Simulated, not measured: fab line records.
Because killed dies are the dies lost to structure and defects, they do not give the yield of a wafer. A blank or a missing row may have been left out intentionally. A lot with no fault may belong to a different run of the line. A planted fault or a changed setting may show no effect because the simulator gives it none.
fab line records	flow sky130
record: lots: 24	wafers: 72	lastDay: 52
route steps=708 shown CONTACT@406 METAL2@483 METAL3@569 VIA3@589 METAL4@600
lots untouched by any fault: they come from a run of this same line in which no faults occurred
startH: the number of hours between the record's first day and the start of the first shown wafer of the lot	waitH: time in hours since the lot's previous step	" repeats the value in the row above	L1.1+2: a single row standing in for several wafers	- no value, or no start given	* or withheld: withheld	< > ~ a bound
route shown NAME@n: NAME is a module with steps in the file, n the number in the route of the first one	usual: mean/standard deviation taken from wafers without a fault	same: alike in all rows	chamber/n: place in a boat	sites: each site's reading	_std_site: standard deviation across them	_edge_site: outer sites' mean less inner sites'	radiusMm: how far each site lies from the wafer's centre	mask NAME#n: copy n	behind: the last tool/chamber to shape the wafer	hold: why the lot was held/for how many hours/how that ended	device: transistor that didn't switch, given as n, p or np	end of line: the tests these same wafers got at the end of their route	a step given without rows: its recipe and nothing more	killed: at the first sort, the dies lost to defects and structure; wafer yield is something else	map: a wafer's dies, marking killed ones x, the rest . and places with no die _
set.NAME: the setting as run; set.NAME@STEP: as run at that earlier step	model.NAME: the simulator's own value behind a step, which no gauge read
a sample of lots followed through the steps of the route, with each step as a table and each wafer as a row
services: when a tool's chamber went out of use (startH, in hours from the record's first day, below 0 if earlier), for how many hours, and the reason
== steps ==
step: SKY_CONTACT_CVD_00
recipe: material: Si3N4	targetThkNm: 75	tempC: 400	timeS: withheld	rfW: 450
usual: heaterPowerW: 692/61	susceptorTempC: 399.98/0.23
lot.wafer	tool	chamber	startH	waitH	heaterPowerW	susceptorTempC
L074.1	pecvd-03	2	652.31	0.0	813	400.25
L074.2	"	0	"	"	719	399.89
L074.3	"	1	"	"	639	400.26
L075.1	pecvd-01	2	653.69	0.0	681	400.15
L075.3	"	0	"	"	637	399.67
L075.6	"	1	"	"	713	399.68
L076.1	pecvd-03	1	654.72	0.0	688	400.08
L076.3	"	2	"	"	862	399.98
L076.6	"	1	"	"	659	400.04
L077.1	pecvd-02	0	655.88	0.0	662	400.09
L077.3	"	2	"	"	657	399.95
L077.4	"	2	"	"	636	399.97
L078.2	pecvd-02	0	670.37	0.0	732	400.21
L078.4	"	1	"	"	724	400.19
L078.5	"	2	"	"	701	399.91
L080.1	pecvd-01	0	678.82	0.0	695	399.67
L080.2	"	1	"	"	609	399.88
L080.6	"	1	"	"	625	399.75
L079.1	pecvd-02	1	681.37	0.0	682	400.01
L079.4	"	2	"	"	736	400.04
L079.5	"	1	"	"	709	400.15
L081.2	pecvd-01	2	694.27	0.0	664	400.06
L081.4	"	2	"	"	658	400.16
L081.6	"	0	"	"	697	399.86
L082.2	pecvd-03	1	703.63	0.0	645	400.08
L082.3	"	1	"	"	640	400.04
L082.4	"	1	"	"	634	399.85
L084.1	pecvd-02	2	706.06	0.0	730	400.34
L084.3	"	1	"	"	754	399.93
L084.6	"	1	"	"	753	399.63
L083.2	pecvd-01	2	707.18	0.0	625	399.97
L083.4	"	1	"	"	683	399.59
L083.5	"	0	"	"	586	400.15
L085.1	pecvd-03	1	715.77	0.0	656	400.26
L085.2	"	2	"	"	826	399.90
L085.4	"	2	"	"	847	399.89
L086.2	pecvd-02	0	724.21	0.0	657	399.92
L086.4	"	0	"	"	654	399.83
L086.5	"	1	"	"	817	400.05
L087.1	pecvd-01	0	731.48	0.0	691	399.94
L087.3	"	2	"	"	632	400.25
L087.4	"	2	"	"	647	400.00
L088.1	pecvd-03	2	734.42	0.0	858	400.25
L088.4	"	0	"	"	700	400.40
L088.6	"	2	"	"	847	400.35
L089.1	pecvd-02	2	745.65	0.0	696	399.71
L089.2	"	1	"	"	703	399.73
L089.5	"	1	"	"	716	399.93
L090.1	pecvd-01	0	759.55	0.0	712	400.11
L090.5	"	0	"	"	707	400.16
L090.6	"	1	"	"	647	399.77
L091.1	pecvd-02	1	764.85	0.0	716	400.07
L091.3	"	2	"	"	635	400.20
L091.6	"	1	"	"	736	400.29
L094.2	pecvd-01	0	951.28	0.0	676	399.82
L094.3	"	1	"	"	704	400.28
L094.4	"	2	"	"	645	399.57
L092.2	pecvd-01	2	955.31	0.0	674	399.73
L092.4	"	2	"	"	706	399.99
L092.6	"	1	"	"	616	399.80
L093.2	pecvd-02	2	957.27	0.0	651	400.18
L093.4	"	2	"	"	654	400.46
L093.6	"	0	"	"	615	399.79
L095.2	pecvd-02	1	957.98	0.0	830	400.33
L095.3	"	2	"	"	682	399.88
L095.4	"	2	"	"	691	399.97
L096.2	pecvd-03	1	958.87	0.0	653	400.56
L096.4	"	1	"	"	671	400.38
L096.6	"	0	"	"	717	400.02
L097.2	pecvd-01	2	960.90	0.0	672	399.88
L097.3	"	0	"	"	604	399.84
L097.5	"	0	"	"	618	399.63
step: SKY_CONTACT_CVD_24
recipe: material: W	targetThkNm: 340	timeS: 102.12	tempC: 400	pressureTorr: 40
usual: chamberPressureTorr: 40.01/0.088	heaterPowerW: 831/43	susceptorTempC: 400.01/0.22
lot.wafer	tool	chamber	startH	waitH	chamberPressureTorr	heaterPowerW	susceptorTempC
L074.1	cvdW-01	1	681.57	0.0	40.08	887	400.17
L074.2	"	0	"	"	40.20	791	400.05
L074.3	"	0	"	"	39.92	792	400.28
L075.1	cvdW-01	0	683.51	0.0	40.06	777	400.49
L075.3	"	1	"	"	39.93	885	399.57
L075.6	"	1	"	"	40.07	881	399.88
L076.1	cvdW-02	1	684.29	0.0	39.95	881	400.26
L076.3	"	1	"	"	40.08	862	400.19
L076.6	"	0	"	"	40.05	802	399.78
L077.1	cvdW-02	1	685.83	0.0	40.13	874	400.29
L077.3	"	0	"	"	40.01	781	399.90
L077.4	"	1	"	"	40.18	862	400.04
L078.2	cvdW-01	0	699.85	0.0	39.94	784	400.16
L078.4	"	0	"	"	39.93	760	400.07
L078.5	"	0	"	"	39.97	794	400.17
L080.1	cvdW-01	0	709.36	0.0	40.02	775	400.28
L080.2	"	1	"	"	40.05	876	400.16
L080.6	"	1	"	"	40.04	874	399.93
L079.1	cvdW-02	0	711.34	0.0	40.06	778	399.98
L079.4	"	0	"	"	39.88	794	399.78
L079.5	"	1	"	"	39.91	858	400.25
L081.2	cvdW-02	1	724.98	0.0	40.10	874	399.50
L081.4	"	0	"	"	39.99	780	400.12
L081.6	"	1	"	"	40.01	866	399.85
L082.2	cvdW-02	0	735.18	0.0	39.95	781	399.60
L082.3	"	1	"	"	40.09	852	399.96
L082.4	"	0	"	"	39.92	789	399.50
L084.1	cvdW-02	0	737.30	0.0	39.96	799	400.05
L084.3	"	1	"	"	40.01	874	399.96
L084.6	"	0	"	"	39.84	796	399.99
L083.2	cvdW-01	0	737.93	0.0	40.00	794	399.94
L083.4	"	0	"	"	40.01	789	399.59
L083.5	"	0	"	"	40.01	780	399.54
L085.1	cvdW-01	1	746.20	0.0	39.99	855	399.91
L085.2	"	0	"	"	39.80	800	400.05
L085.4	"	1	"	"	39.89	869	400.32
L086.2	cvdW-02	1	754.70	0.0	40.07	857	400.08
L086.4	"	0	"	"	39.97	802	400.04
L086.5	"	1	"	"	39.98	862	400.29
L087.1	cvdW-01	1	762.00	0.0	39.92	849	399.96
L087.3	"	1	"	"	40.05	877	399.89
L087.4	"	0	"	"	39.95	786	400.06
L088.1	cvdW-01	0	764.06	0.0	40.01	790	400.28
L088.4	"	0	"	"	40.03	771	400.43
L088.6	"	1	"	"	40.14	883	400.04
L089.1	cvdW-02	1	773.60	0.0	40.09	907	399.45
L089.2	"	0	"	"	39.97	794	400.11
L089.5	"	1	"	"	40.06	865	400.13
L090.1	cvdW-02	0	786.34	0.0	39.85	799	400.26
L090.5	"	0	"	"	40.00	793	400.24
L090.6	"	1	"	"	40.16	871	400.14
L091.1	cvdW-02	1	792.15	0.0	39.97	856	400.29
L091.3	"	1	"	"	39.96	858	400.12
L091.6	"	1	"	"	39.95	904	400.34
L094.2	cvdW-02	1	977.75	0.0	40.08	861	400.00
L094.3	"	0	"	"	40.03	814	399.60
L094.4	"	1	"	"	40.05	877	399.79
L092.2	cvdW-01	0	981.83	0.0	40.15	724	400.04
L092.4	"	0	"	"	40.17	746	399.77
L092.6	"	0	"	"	40.11	692	399.83
L093.2	cvdW-02	1	984.55	0.0	39.99	891	399.91
L093.4	"	0	"	"	39.88	818	400.01
L093.6	"	0	"	"	39.90	785	399.89
L095.2	cvdW-02	0	985.65	0.0	40.04	792	399.89
L095.3	"	0	"	"	40.13	793	399.86
L095.4	"	1	"	"	40.02	873	399.85
L096.2	cvdW-02	0	986.00	0.0	40.11	819	400.11
L096.4	"	0	"	"	40.15	803	399.97
L096.6	"	0	"	"	40.09	797	400.13
L097.2	cvdW-02	0	987.82	0.0	39.89	825	400.25
L097.3	"	0	"	"	39.99	821	399.97
L097.5	"	1	"	"	39.99	869	399.93
step: SKY_METAL2_SPUTTER_00
recipe: material: Ti	targetThkNm: 15	powerW: 3000	timeS: 10	chamberPressurePa: 0.4
usual: throttleValvePct: 29.4/0.73
lot.wafer	tool	chamber	startH	waitH	throttleValvePct
L074.1	pvdSputter-02	-	744.11	0.1	28.7
L074.2	"	-	"	"	30.0
L074.3	"	-	"	"	29.6
L075.1	pvdSputter-02	-	744.78	0.1	29.6
L075.3	"	-	"	"	30.0
L075.6	"	-	"	"	29.8
L076.1	pvdSputter-04	-	747.13	0.2	28.3
L076.3	"	-	"	"	32.2
L076.6	"	-	"	"	28.1
L077.1	pvdSputter-02	-	747.78	0.2	29.2
L077.3	"	-	"	"	29.5
L077.4	"	-	"	"	29.5
L078.2	pvdSputter-03	-	760.81	0.1	28.8
L078.4	"	-	"	"	29.7
L078.5	"	-	"	"	29.2
L080.1	pvdSputter-02	-	769.04	0.2	29.9
L080.2	"	-	"	"	29.0
L080.6	"	-	"	"	30.0
L079.1	pvdSputter-03	-	771.11	0.2	29.4
L079.4	"	-	"	"	30.0
L079.5	"	-	"	"	28.8
L081.2	pvdSputter-03	-	783.25	0.1	28.7
L081.4	"	-	"	"	29.0
L081.6	"	-	"	"	28.6
L082.2	pvdSputter-03	-	791.53	0.2	30.2
L082.3	"	-	"	"	28.5
L082.4	"	-	"	"	29.0
L084.1	pvdSputter-03	-	795.03	0.2	28.9
L084.3	"	-	"	"	29.9
L084.6	"	-	"	"	28.5
L083.2	pvdSputter-02	-	796.16	0.2	28.8
L083.4	"	-	"	"	30.0
L083.5	"	-	"	"	30.1
L085.1	pvdSputter-02	-	801.38	0.1	29.8
L085.2	"	-	"	"	30.0
L085.4	"	-	"	"	30.0
L086.2	pvdSputter-02	-	810.91	0.1	30.1
L086.4	"	-	"	"	29.3
L086.5	"	-	"	"	29.9
L087.1	pvdSputter-02	-	819.24	0.2	30.1
L087.3	"	-	"	"	30.0
L087.4	"	-	"	"	29.2
L088.1	pvdSputter-03	-	820.91	0.1	28.6
L088.4	"	-	"	"	29.5
L088.6	"	-	"	"	30.0
L089.1	pvdSputter-02	-	831.01	0.2	29.6
L089.2	"	-	"	"	29.9
L089.5	"	-	"	"	29.9
L090.1	pvdSputter-04	-	843.16	0.1	29.1
L090.5	"	-	"	"	28.2
L090.6	"	-	"	"	32.2
L091.1	pvdSputter-02	-	850.20	0.1	29.1
L091.3	"	-	"	"	29.7
L091.6	"	-	"	"	29.1
L094.2	pvdSputter-02	-	1029.14	0.1	30.2
L094.3	"	-	"	"	28.9
L094.4	"	-	"	"	29.8
L092.2	pvdSputter-02	-	1033.01	0.1	29.3
L092.4	"	-	"	"	30.0
L092.6	"	-	"	"	28.8
L093.2	pvdSputter-03	-	1034.55	0.2	30.0
L093.4	"	-	"	"	28.9
L093.6	"	-	"	"	29.1
L095.2	pvdSputter-03	-	1035.67	0.1	28.6
L095.3	"	-	"	"	30.3
L095.4	"	-	"	"	29.2
L096.2	pvdSputter-02	-	1036.50	0.1	29.0
L096.4	"	-	"	"	29.7
L096.6	"	-	"	"	29.8
L097.2	pvdSputter-03	-	1037.01	0.1	28.7
L097.3	"	-	"	"	28.3
L097.5	"	-	"	"	28.6
step: SKY_METAL3_STRIP_19
recipe: chemistry: O2/N2	powerW: 1400	pressureMtorr: 1500	platenTempC: withheld	o2FlowSccm: 3000	n2FlowSccm: 300	overashFraction: 0.5
usual: drypumpMotorCurrentA: 5.87/0.29	oesProductAu: 0.502/0.0066	stripTimeToEndpointS: 6.55/0.1
same: overashFraction: 0.5
lot.wafer	tool	chamber	startH	waitH	drypumpMotorCurrentA	oesProductAu	rfHoursCounterH	stripTimeToEndpointS
L074.1	plasmaAsher-03	1	854.17	0.1	6.15	0.509	102	6.70
L074.2	"	0	"	"	5.84	0.492	102	6.41
L074.3	"	0	"	"	5.81	0.499	-	6.42
L075.1	plasmaAsher-01	0	855.52	0.1	5.25	0.498	67	6.54
L075.3	"	1	"	"	6.02	0.507	-	6.57
L075.6	"	0	"	"	5.26	0.498	-	6.45
L076.1	plasmaAsher-01	1	856.77	0.1	6.10	0.489	67	6.40
L076.3	"	1	"	"	6.06	0.491	-	6.38
L076.6	"	0	"	"	5.24	0.502	-	6.58
L077.1	plasmaAsher-01	0	858.02	0.1	5.26	0.515	67	6.60
L077.3	"	1	"	"	6.06	0.518	-	6.65
L077.4	"	0	"	"	5.24	0.514	-	6.71
L078.2	plasmaAsher-02	0	869.37	0.1	5.96	0.507	43	6.65
L078.4	"	0	"	"	5.95	0.505	-	6.64
L078.5	"	0	"	"	5.95	0.500	-	6.62
L080.1	plasmaAsher-01	1	879.40	0.1	6.02	0.497	69	6.54
L080.2	"	0	"	"	5.20	0.499	69	6.34
L080.6	"	0	"	"	5.22	0.492	-	6.31
L079.1	plasmaAsher-02	0	881.40	0.1	5.95	0.510	45	6.69
L079.4	"	0	"	"	5.95	0.501	-	6.58
L079.5	"	1	"	"	5.99	0.497	-	6.58
L081.2	plasmaAsher-02	0	894.75	0.2	5.97	0.504	46	6.64
L081.4	"	1	"	"	5.96	0.508	-	6.57
L081.6	"	0	"	"	6.00	0.509	-	6.58
L082.2	plasmaAsher-02	1	903.57	0.1	5.97	0.501	47	6.62
L082.3	"	1	"	"	5.99	0.499	-	6.41
L082.4	"	0	"	"	5.95	0.509	-	6.68
L084.1	plasmaAsher-02	0	904.59	0.1	5.99	0.506	47	6.62
L084.3	"	1	"	"	5.95	0.497	-	6.41
L084.6	"	1	"	"	5.97	0.507	-	6.55
L083.2	plasmaAsher-03	0	906.33	0.1	5.82	0.503	108	6.56
L083.4	"	0	"	"	5.85	0.499	-	6.48
L083.5	"	1	"	"	6.18	0.504	-	6.54
L085.1	plasmaAsher-02	0	912.15	0.1	5.97	0.499	48	6.40
L085.2	"	1	"	"	6.01	0.506	48	6.56
L085.4	"	1	"	"	6.00	0.492	-	6.42
L086.2	plasmaAsher-02	0	921.77	0.2	5.96	0.492	49	6.44
L086.4	"	0	"	"	5.99	0.503	-	6.47
L086.5	"	1	"	"	5.96	0.495	-	6.41
L087.1	plasmaAsher-01	0	929.97	0.1	5.23	0.493	75	6.42
L087.3	"	0	"	"	5.25	0.499	-	6.49
L087.4	"	1	"	"	6.06	0.509	-	6.68
L088.1	plasmaAsher-01	1	932.80	0.1	5.98	0.508	75	6.75
L088.4	"	1	"	"	6.00	0.507	-	6.71
L088.6	"	0	"	"	5.28	0.506	-	6.72
L089.1	plasmaAsher-02	1	940.15	0.1	6.00	0.501	51	6.48
L089.2	"	0	"	"	5.96	0.506	51	6.69
L089.5	"	1	"	"	5.98	0.501	-	6.49
L090.1	plasmaAsher-02	0	952.02	0.1	5.97	0.508	52	6.63
L090.5	"	1	"	"	5.99	0.507	-	6.56
L090.6	"	0	"	"	5.97	0.514	-	6.66
L091.1	plasmaAsher-03	1	959.57	0.1	6.15	0.501	114	6.44
L091.3	"	0	"	"	5.83	0.494	-	6.44
L091.6	"	0	"	"	5.85	0.499	-	6.49
L094.2	plasmaAsher-03	1	1111.87	0.1	6.16	0.493	2	6.46
L094.3	"	0	"	"	5.82	0.498	-	6.54
L094.4	"	1	"	"	6.15	0.508	-	6.63
L092.2	plasmaAsher-03	1	1114.65	0.1	6.13	0.491	3	6.39
L092.4	"	1	"	"	6.14	0.487	-	6.43
L092.6	"	1	"	"	6.14	0.494	-	6.42
L093.2	plasmaAsher-03	1	1115.22	0.2	6.16	0.508	3	6.64
L093.4	"	0	"	"	5.83	0.502	-	6.66
L093.6	"	0	"	"	5.85	0.507	-	6.60
L095.2	plasmaAsher-02	1	1116.85	0.2	6.01	0.506	69	6.55
L095.3	"	1	"	"	6.00	0.507	-	6.59
L095.4	"	0	"	"	5.97	0.505	-	6.56
L096.2	plasmaAsher-01	1	1117.37	0.1	6.06	0.494	92	6.36
L096.4	"	0	"	"	5.25	0.491	-	6.41
L096.6	"	0	"	"	5.25	0.497	-	6.40
L097.2	plasmaAsher-01	0	1118.65	0.1	5.24	0.501	92	6.45
L097.3	"	1	"	"	6.03	0.511	-	6.62
L097.5	"	1	"	"	6.02	0.505	-	6.59
step: SKY_VIA3_STRIP_16
recipe: chemistry: O2/N2	powerW: 1400	pressureMtorr: 1500	platenTempC: withheld	o2FlowSccm: 3000	n2FlowSccm: 300	overashFraction: 0.5
usual: drypumpMotorCurrentA: 5.8/0.34	oesProductAu: 0.402/0.0044	stripTimeToEndpointS: 4.147/0.029
same: overashFraction: 0.5
lot.wafer	tool	chamber	startH	waitH	drypumpMotorCurrentA	oesProductAu	rfHoursCounterH	stripTimeToEndpointS
L074.1	plasmaAsher-01	0	882.47	0.0	5.2	0.402	70	4.178
L074.2	"	1	"	"	6.1	0.399	70	4.159
L074.3	"	0	"	"	5.2	0.399	-	4.173
L075.1	plasmaAsher-02	0	883.47	0.0	6.0	0.403	45	4.097
L075.3	"	1	"	"	6.0	0.408	-	4.125
L075.6	"	1	"	"	6.0	0.406	-	4.145
L076.1	plasmaAsher-04	1	884.62	0.0	5.9	0.403	14	4.106
L076.3	"	1	"	"	5.9	0.401	-	4.131
L076.6	"	1	"	"	5.9	0.409	-	4.129
L077.1	plasmaAsher-01	0	886.39	0.0	5.3	0.400	70	4.138
L077.3	"	1	"	"	6.0	0.398	-	4.107
L077.4	"	0	"	"	5.2	0.402	-	4.137
L078.2	plasmaAsher-01	1	897.39	0.0	6.1	0.404	71	4.165
L078.4	"	0	"	"	5.3	0.398	-	4.137
L078.5	"	1	"	"	6.0	0.399	-	4.179
L080.1	plasmaAsher-02	0	906.92	0.0	6.0	0.402	47	4.102
L080.2	"	1	"	"	6.0	0.397	47	4.105
L080.6	"	0	"	"	6.0	0.400	-	4.117
L079.1	plasmaAsher-01	1	908.97	0.0	6.0	0.398	73	4.200
L079.4	"	0	"	"	5.2	0.404	-	4.155
L079.5	"	0	"	"	5.2	0.405	-	4.213
L081.2	plasmaAsher-02	0	922.46	0.0	6.0	0.401	49	4.147
L081.4	"	1	"	"	6.0	0.404	-	4.156
L081.6	"	0	"	"	6.0	0.396	-	4.143
L082.2	plasmaAsher-04	0	931.21	0.0	5.6	0.407	18	4.165
L082.3	"	1	"	"	5.9	0.405	-	4.135
L082.4	"	0	"	"	5.6	0.407	-	4.187
L084.1	plasmaAsher-01	1	931.56	0.0	6.0	0.406	75	4.095
L084.3	"	0	"	"	5.2	0.400	-	4.146
L084.6	"	0	"	"	5.2	0.392	-	4.114
L083.2	plasmaAsher-02	0	933.41	0.0	6.0	0.403	50	4.114
L083.4	"	0	"	"	6.0	0.399	-	4.154
L083.5	"	1	"	"	6.0	0.406	-	4.184
L085.1	plasmaAsher-01	0	939.57	0.0	5.2	0.401	76	4.060
L085.2	"	1	"	"	6.0	0.403	76	4.134
L085.4	"	1	"	"	6.0	0.398	-	4.074
L086.2	plasmaAsher-01	1	947.96	0.0	6.1	0.401	77	4.177
L086.4	"	1	"	"	6.1	0.400	-	4.159
L086.5	"	0	"	"	5.2	0.404	-	4.169
L087.1	plasmaAsher-01	0	956.50	0.0	5.2	0.401	78	4.112
L087.3	"	1	"	"	6.1	0.394	-	4.100
L087.4	"	0	"	"	5.2	0.406	-	4.123
L088.1	plasmaAsher-04	0	959.47	0.0	5.5	0.414	20	4.129
L088.4	"	1	"	"	5.9	0.400	-	4.142
L088.6	"	1	"	"	5.9	0.399	-	4.131
L089.1	plasmaAsher-01	1	966.25	0.0	6.0	0.403	79	4.177
L089.2	"	0	"	"	5.2	0.401	79	4.179
L089.5	"	1	"	"	6.0	0.400	-	4.178
L090.1	plasmaAsher-01	0	979.11	0.0	5.3	0.395	80	4.150
L090.5	"	0	"	"	5.2	0.407	-	4.164
L090.6	"	1	"	"	6.1	0.401	-	4.176
L091.1	plasmaAsher-01	0	986.26	0.0	5.3	0.408	81	4.138
L091.3	"	0	"	"	5.2	0.404	-	4.115
L091.6	"	1	"	"	6.1	0.402	-	4.108
L094.2	plasmaAsher-02	0	1131.07	0.0	6.0	0.401	70	4.159
L094.3	"	0	"	"	6.0	0.403	-	4.166
L094.4	"	1	"	"	6.0	0.403	-	4.151
L092.2	plasmaAsher-04	0	1133.77	0.0	5.6	0.407	40	4.160
L092.4	"	0	"	"	5.5	0.399	-	4.175
L092.6	"	1	"	"	5.9	0.401	-	4.170
L093.2	plasmaAsher-01	1	1134.12	0.0	6.0	0.396	93	4.132
L093.4	"	0	"	"	5.3	0.398	-	4.149
L093.6	"	1	"	"	6.1	0.409	-	4.103
L095.2	plasmaAsher-02	1	1135.77	0.0	6.0	0.405	71	4.192
L095.3	"	1	"	"	6.0	0.399	-	4.191
L095.4	"	0	"	"	6.0	0.410	-	4.166
L096.2	plasmaAsher-01	0	1136.30	0.0	5.2	0.408	93	4.176
L096.4	"	0	"	"	5.2	0.391	-	4.166
L096.6	"	0	"	"	5.2	0.397	-	4.124
L097.2	plasmaAsher-02	1	1137.22	0.0	6.0	0.397	71	4.141
L097.3	"	1	"	"	6.0	0.395	-	4.131
L097.5	"	1	"	"	6.0	0.403	-	4.161
step: SKY_METAL4_SPUTTER_02
recipe: material: AlCu	targetThkNm: 735	powerW: 10600	timeS: 39.1	chamberPressurePa: 0.4
usual: throttleValvePct: 29.7/1
lot.wafer	tool	chamber	startH	waitH	throttleValvePct
L074.1	pvdSputter-01	-	883.77	0.0	30.8
L074.2	"	-	"	"	28.1
L074.3	"	-	"	"	31.1
L075.1	pvdSputter-02	-	884.81	0.0	30.1
L075.3	"	-	"	"	30.0
L075.6	"	-	"	"	30.0
L076.1	pvdSputter-02	-	885.96	0.0	29.8
L076.3	"	-	"	"	28.9
L076.6	"	-	"	"	29.1
L077.1	pvdSputter-01	-	887.70	0.0	29.0
L077.3	"	-	"	"	28.3
L077.4	"	-	"	"	31.3
L078.2	pvdSputter-01	-	898.70	0.0	28.3
L078.4	"	-	"	"	31.4
L078.5	"	-	"	"	29.3
L080.1	pvdSputter-01	-	908.22	0.0	30.8
L080.2	"	-	"	"	29.0
L080.6	"	-	"	"	28.2
L079.1	pvdSputter-03	-	910.33	0.0	28.8
L079.4	"	-	"	"	30.1
L079.5	"	-	"	"	29.3
L081.2	pvdSputter-02	-	923.77	0.0	29.8
L081.4	"	-	"	"	29.9
L081.6	"	-	"	"	29.7
L082.2	pvdSputter-03	-	932.56	0.0	28.4
L082.3	"	-	"	"	28.9
L082.4	"	-	"	"	29.9
L084.1	pvdSputter-01	-	932.91	0.0	29.2
L084.3	"	-	"	"	31.5
L084.6	"	-	"	"	29.1
L083.2	pvdSputter-02	-	934.75	0.0	29.7
L083.4	"	-	"	"	30.2
L083.5	"	-	"	"	29.2
L085.1	pvdSputter-02	-	941.37	0.0	29.0
L085.2	"	-	"	"	29.8
L085.4	"	-	"	"	30.0
L086.2	pvdSputter-01	-	949.70	0.0	29.2
L086.4	"	-	"	"	30.9
L086.5	"	-	"	"	28.1
L087.1	pvdSputter-01	-	957.86	0.0	31.5
L087.3	"	-	"	"	28.3
L087.4	"	-	"	"	30.8
L088.1	pvdSputter-03	-	960.92	0.0	28.9
L088.4	"	-	"	"	29.0
L088.6	"	-	"	"	29.0
L089.1	pvdSputter-01	-	967.90	0.0	29.2
L089.2	"	-	"	"	28.4
L089.5	"	-	"	"	30.7
L090.1	pvdSputter-01	-	980.46	0.0	31.7
L090.5	"	-	"	"	28.1
L090.6	"	-	"	"	31.6
L091.1	pvdSputter-02	-	987.57	0.0	29.8
L091.3	"	-	"	"	29.9
L091.6	"	-	"	"	29.9
L094.2	pvdSputter-03	-	1132.41	0.0	29.4
L094.3	"	-	"	"	28.8
L094.4	"	-	"	"	30.2
L092.2	pvdSputter-01	-	1135.39	0.0	30.9
L092.4	"	-	"	"	31.4
L092.6	"	-	"	"	31.6
L093.2	pvdSputter-01	-	1135.99	0.0	28.3
L093.4	"	-	"	"	29.3
L093.6	"	-	"	"	31.4
L095.2	pvdSputter-03	-	1137.22	0.0	29.1
L095.3	"	-	"	"	30.0
L095.4	"	-	"	"	28.8
L096.2	pvdSputter-01	-	1137.64	0.0	31.5
L096.4	"	-	"	"	30.7
L096.6	"	-	"	"	28.4
L097.2	pvdSputter-01	-	1138.61	0.0	30.9
L097.3	"	-	"	"	31.4
L097.5	"	-	"	"	30.9
== services ==
tool	chamber	startH	hours	kind
pvdSputter-01	-	632.55	13.2	repair
cvdW-02	-	636.78	1.5	repair
pvdSputter-03	-	644.45	0.8	repair
cvdW-01	1	646.56	4.3	repair
pvdSputter-01	-	655.29	3.6	repair
cvdW-02	0	664.87	14.4	repair
cvdW-02	-	665.39	1.6	repair
pvdSputter-01	-	666.87	0.5	repair
plasmaAsher-02	-	730.37	2.8	pm
pvdSputter-03	-	743.35	4.5	repair
pecvd-02	1	752.37	3.5	repair
pvdSputter-01	-	766.60	15.7	repair
pvdSputter-03	-	847.33	1.7	repair
plasmaAsher-01	-	870.36	0.9	repair
cvdW-02	-	930.68	0.8	repair
plasmaAsher-01	-	956.78	0.7	repair
pvdSputter-01	-	964.51	0.8	repair
plasmaAsher-02	-	1012.44	1.7	repair
plasmaAsher-01	-	1021.54	10.0	pm
plasmaAsher-01	-	1065.54	1.4	repair
cvdW-02	0	1085.97	3.6	repair
cvdW-02	-	1089.41	6.0	pm
plasmaAsher-01	-	1096.35	14.6	pm
pvdSputter-02	-	1130.53	8.0	repair
== key ==
fault none
